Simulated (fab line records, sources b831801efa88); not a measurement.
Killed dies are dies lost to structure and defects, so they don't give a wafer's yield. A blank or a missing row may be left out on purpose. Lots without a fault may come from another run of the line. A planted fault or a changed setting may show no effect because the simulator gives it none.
Which tool did it? | flow sky130 | 12 lots, 36 wafers sampled, at 4 steps of a route of 708

WHAT THE GAUGES READ, wafer by wafer
SKY_PAD_OPEN_BOW_MEAS_13. Usual: PAD_OPEN_BOW 45 um, standard deviation 8.7.
lot  | measured     | on            | PAD_OPEN_BOW (um) | flag
L470 | day 45 01:32 | film_metro-02 | 64 67 57          |
L472 | day 45 23:35 | film_metro-04 | 40 42 41          |
L475 | day 47 02:49 | film_metro-02 | 57 65 51          |
L480 | day 48 06:41 | film_metro-02 | 34 44 44          |
L482 | day 48 10:38 | film_metro-04 | 62 48 44          |
L483 | day 48 11:01 | film_metro-02 | 35 52 55          |
L484 | day 48 16:14 | film_metro-02 | 31 36 42          |
L485 | day 49 13:59 | film_metro-02 | 35 46 50          |
L487 | day 49 22:37 | film_metro-02 | 49 52 58          |
L488 | day 50 04:29 | film_metro-01 | 32 32 34          |
L492 | day 50 09:35 | film_metro-01 | 37 41 51          |
L493 | day 50 21:22 | film_metro-01 | 34 45 61          |

WHICH TOOL RAN EACH LOT (tool, then ch and the chambers of the sampled wafers, then the start)
lot  | SKY_FIELD_ISO_CLEAN_20         | SKY_VIA4_STRIP_13                    | SKY_PASSIVATION_STRIP_12
L470 | wet_bench-03 ch 1, day 2 05:13 | plasma_asher-03 ch 0, day 42 00:45   | plasma_asher-04 ch 0,1, day 44 01:44
L472 | wet_bench-03 ch 0, day 2 15:52 | plasma_asher-03 ch 0,1, day 43 01:57 | plasma_asher-02 ch 1, day 45 00:59
L475 | wet_bench-03 ch 3, day 3 05:23 | plasma_asher-03 ch 0,1, day 44 10:48 | plasma_asher-04 ch 0,1, day 46 05:41
L480 | wet_bench-01 ch 0, day 4 11:07 | plasma_asher-02 ch 0,1, day 45 16:24 | plasma_asher-04 ch 0,1, day 47 10:38
L482 | wet_bench-01 ch 1, day 4 19:49 | plasma_asher-02 ch 0,1, day 45 18:09 | plasma_asher-01 ch 0,1, day 47 13:47
L483 | wet_bench-02 ch 1, day 5 00:34 | plasma_asher-02 ch 0,1, day 45 19:36 | plasma_asher-01 ch 0,1, day 47 14:08
L484 | wet_bench-03 ch 2, day 5 05:50 | plasma_asher-03 ch 0,1, day 46 02:17 | plasma_asher-02 ch 0,1, day 47 19:59
L485 | wet_bench-01 ch 1, day 5 12:28 | plasma_asher-03 ch 0,1, day 47 03:27 | plasma_asher-02 ch 0,1, day 48 18:32
L487 | wet_bench-03 ch 2, day 5 20:56 | plasma_asher-02 ch 0,1, day 47 12:41 | plasma_asher-02 ch 0,1, day 49 03:44
L488 | wet_bench-03 ch 2, day 6 02:32 | plasma_asher-01 ch 0,1, day 47 17:21 | plasma_asher-04 ch 0,1, day 49 09:17
L492 | wet_bench-02 ch 3, day 7 02:17 | plasma_asher-03 ch 0,1, day 48 01:33 | plasma_asher-01 ch 1, day 49 14:32
L493 | wet_bench-03 ch 3, day 7 11:41 | plasma_asher-02 ch 0,1, day 48 14:42 | plasma_asher-01 ch 0,1, day 50 03:18
- SKY_FIELD_ISO_CLEAN_20: cleans in dHF, time 20 s.
- SKY_VIA4_STRIP_13: strips in O2/N2.
- SKY_PASSIVATION_STRIP_12: strips in O2/N2.

WHAT THE TOOLS THEMSELVES READ (means of the sampled wafers that have a number; where no wafer has one, the mark that the record gives instead)
SKY_VIA4_STRIP_13. Usual: drypump_motor_current_A 5.58 A, standard deviation 0.27; oes_product_au 0.709 a.u., standard deviation 0.0041; strip_time_to_endpoint_s 12.809 s, standard deviation 0.028.
lot  | tool            | drypump_motor_current_A (A) | oes_product_au (a.u.) | strip_time_to_endpoint_s (s) | flag
L470 | plasma_asher-03 | 5.86                        | 0.713                 | 12.807                       |
L472 | plasma_asher-03 | 5.83                        | 0.710                 | 12.816                       |
L475 | plasma_asher-03 | 5.82                        | 0.711                 | 12.801                       |
L480 | plasma_asher-02 | 5.24                        | 0.709                 | 12.806                       |
L482 | plasma_asher-02 | 5.24                        | 0.703                 | 12.846                       |
L483 | plasma_asher-02 | 5.26                        | 0.712                 | 12.804                       |
L484 | plasma_asher-03 | 5.80                        | 0.708                 | 12.788                       |
L485 | plasma_asher-03 | 5.83                        | 0.712                 | 12.786                       |
L487 | plasma_asher-02 | 5.27                        | 0.708                 | 12.810                       |
L488 | plasma_asher-01 | 5.58                        | 0.709                 | 12.789                       |
L492 | plasma_asher-03 | 5.85                        | 0.710                 | 12.825                       |
L493 | plasma_asher-02 | 5.39                        | 0.715                 | 12.785                       |

SKY_PASSIVATION_STRIP_12. Usual: drypump_motor_current_A 5.5 A, standard deviation 0.4; oes_product_au 0.661 a.u., standard deviation 0.0043; strip_time_to_endpoint_s 31.56 s, standard deviation 0.14.
lot  | tool            | drypump_motor_current_A (A) | oes_product_au (a.u.) | strip_time_to_endpoint_s (s) | flag
L470 | plasma_asher-04 | 5.9                         | 0.663                 | 31.50                        |
L472 | plasma_asher-02 | 5.1                         | 0.665                 | 31.65                        |
L475 | plasma_asher-04 | 5.6                         | 0.657                 | 31.43                        |
L480 | plasma_asher-04 | 6.0                         | 0.660                 | 31.59                        |
L482 | plasma_asher-01 | 5.7                         | 0.662                 | 31.61                        |
L483 | plasma_asher-01 | 5.7                         | 0.659                 | 31.69                        |
L484 | plasma_asher-02 | 5.3                         | 0.659                 | 31.49                        |
L485 | plasma_asher-02 | 5.4                         | 0.664                 | 31.63                        |
L487 | plasma_asher-02 | 5.4                         | 0.663                 | 31.61                        |
L488 | plasma_asher-04 | 6.0                         | 0.663                 | 31.63                        |
L492 | plasma_asher-01 | 5.8                         | 0.660                 | 31.48                        |
L493 | plasma_asher-01 | 5.5                         | 0.660                 | 31.53                        |

THE ANSWER, worked out from the rows above alone
Rule: a lot is off if the mean of its wafers that have a number lies more than 3 standard deviations from the usual mean. A lot without any number at a reading at which 4 lots or more have one is off too. The other lots that the step has rows for count as sound. The gauges are gone through in route order, then the tools' own readings, and for those a lot's mean is taken as printed above. The first step at which some lot is off is used, and at that step the reading that is off furthest; a lot without a number counts as furthest.
No lot is off at any reading shown: from this, nothing can be told.

WHAT THE SIMULATOR HAD PUT IN
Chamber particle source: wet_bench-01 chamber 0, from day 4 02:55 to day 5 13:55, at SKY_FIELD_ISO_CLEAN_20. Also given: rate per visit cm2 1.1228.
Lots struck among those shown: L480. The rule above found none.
